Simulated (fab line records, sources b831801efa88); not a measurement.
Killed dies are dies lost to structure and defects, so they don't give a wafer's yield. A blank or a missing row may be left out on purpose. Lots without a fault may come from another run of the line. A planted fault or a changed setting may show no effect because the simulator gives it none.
A struck lot beside a sound one | flow gf180mcu | 14 steps out of a route of 602
Sound: wafers L810.2, L810.3, L810.4. Struck: wafers L819.1, L819.2, L819.3. The cause comes at the end.
At each step with rows: each side's tool, then ch and its chambers, then its first start. Under that, the readings that differ: sound wafers | struck wafers | difference of the means | sigmas: that difference in standard deviations of wafers without a fault.
alike: readings whose means differ by less than 2 such deviations, and words and numbers that are the same on both sides. not compared: withheld readings, readings that some wafer has no value for, bounds like >300 that may hide the same value, and numbers for which the record gives no deviation and whose values overlap.
The two part at a step that has a row with sigmas, a row that says differs or no value, or rows on one side only. Numbers that don't overlap but have no deviation are shown without sigmas and don't part them. A reading that every wafer of one side lacks parts them only if that side has two wafers or more.

GF_M3_SPUTTER_01: material TiN, target thk 30 nm, time 25 s.
  sound on pvd_sputter-01, day 24 02:14; struck on pvd_sputter-03, day 27 07:25
  alike: throttle_valve_pct
GF_M3_SPUTTER_02: material AlCu, target thk 450 nm, time 23.9 s.
  sound on pvd_sputter-01, day 24 02:16; struck on pvd_sputter-03, day 27 07:26
  alike: throttle_valve_pct
GF_M3_SPUTTER_03: material Ti, target thk 10 nm, time 6.7 s.
  sound on pvd_sputter-01, day 24 02:17; struck on pvd_sputter-03, day 27 07:28
  alike: throttle_valve_pct
GF_M3_SPUTTER_04: material TiN, target thk 50 nm, time 41.7 s.
  sound on pvd_sputter-01, day 24 02:19; struck on pvd_sputter-03, day 27 07:29
  alike: throttle_valve_pct
GF_M3_RS_MEAS_05: measures by four-point-probe.
  sound on film_metro-04, day 24 02:22; struck on film_metro-04, day 27 07:32
  alike: M3_ALCU_RS
GF_M3_THK_MEAS_06: measures by xrf.
  sound on film_metro-04, day 24 02:29; struck on film_metro-04, day 27 07:39
  alike: M3_ALCU_THK
then, 6 steps without rows for these wafers: GF_M3_DEHYDRATE_07 (time 60 s); GF_M3_HMDS_08 (prime time 60 s); GF_M3_COAT_09 (resist thk 1000 nm); GF_M3_SOFTBAKE_10 (time 60 s); GF_M3_EXPOSE_11 (exposes mask Metal3, target cd 280 nm); GF_M3_PEB_12 (peb time 90 s).
GF_M3_DEVELOP_13: develop time 60 s.
  sound on litho_track-02 ch 0, day 24 23:45; struck on litho_track-01, day 28 03:33
  no value came back on the struck wafers for chill_plate_temp_C (C), develop_time_s (s), resist_line_temp_C (C); on the sound wafers chill_plate_temp_C (C) reads 22.98 23.08 22.95
  reading                             | sound           | struck         | difference | sigmas
  model.KrF_of_M3_COAT_09.thk_nm (nm) | 983.1 981.2 984 | 1002 1001 1001 | +19        |
GF_M3_CD_MEAS_14: target cd 280 nm.
  sound on cd_sem-02, day 24 23:53; struck on cd_sem-01, day 28 03:42
  reading    | sound             | struck | difference                    | sigmas
  cd_nm (nm) | 280.3 280.2 278.7 | - - -  | no value on the struck wafers |

WHERE THEY PART
First at GF_M3_DEVELOP_13; last, within this record, at GF_M3_CD_MEAS_14.

WHY: what the simulator had put in
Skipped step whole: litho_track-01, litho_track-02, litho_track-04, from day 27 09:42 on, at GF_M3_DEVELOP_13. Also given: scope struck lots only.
